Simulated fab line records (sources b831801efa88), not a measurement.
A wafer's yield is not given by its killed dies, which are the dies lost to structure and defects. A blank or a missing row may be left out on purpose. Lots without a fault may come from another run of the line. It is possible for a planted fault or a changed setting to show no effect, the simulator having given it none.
Matching of chambers | flow gf180mcu | GF_V4_CMP_04 on cmp-02 has 4 sister chambers
The step polishes SiO2. 7 wafers are shown with their chamber, then 8 later ones without.

## WAFERS PAIRED WITH THEIR CHAMBERS
wafer  | chamber | motor_current_A (A) | edge_zone_pressure_frac
L641.5 | 3       | 11.5                | 0.992
L641.6 | 2       | 11.5                | 1.011
L643.6 | 3       | 11.5                | 0.998
L648.1 | 1       | 15.9                | 1.005
L648.3 | 0       | 12.7                | 1.000
L648.5 | 1       | 14.6                | 0.996
L651.1 | 0       | 12.1                | 1.001

## WAFERS MISSING THEIR CHAMBER
wafer  | motor_current_A (A) | edge_zone_pressure_frac
L651.3 | 11.3                | 1.005
L651.4 | 12.0                | 0.998
L653.1 | 14.3                | 0.996
L653.4 | 12.3                | 1.001
L653.6 | 10.6                | 0.998
L658.1 | 14.7                | 1.002
L658.3 | 12.1                | 1.001
L658.6 | 11.7                | 0.997

## CHAMBER TAKEN BY EACH
wafer  | from the rows above          | in truth
L651.3 | can't be placed: 2 or 0 or 3 | 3
L651.4 | can't be placed: 0 or 3      | 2
L653.1 | can't be placed: 1 or 0      | 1
L653.4 | can't be placed: 0 or 3      | 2
L653.6 | can't be placed: 3 or 0 or 2 | 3
L658.1 | 1                            | 1
L658.3 | can't be placed: 0 or 3 or 2 | 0
L658.6 | can't be placed: 3 or 0      | 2
Correct placement for 1 of the 8. Unplaceable from these rows: 7, with the true chamber sitting among the candidates in 4. Wrongly placed: 0.
How it was worked out, from the rows above alone: a wafer's distance from a chamber is the root of the sum, over the readings, of the square of ((its reading less the chamber's mean) divided by the reading's scatter). If the next closest chamber is less than 2 further off than the closest, the wafer can't be placed; otherwise it belongs to the closest. Each chamber's mean is taken over the wafers shown for it. The scatter: take each reading less its chamber's mean, square it, sum over the shown wafers, divide by the number of wafers less the number of chambers, and take the root.
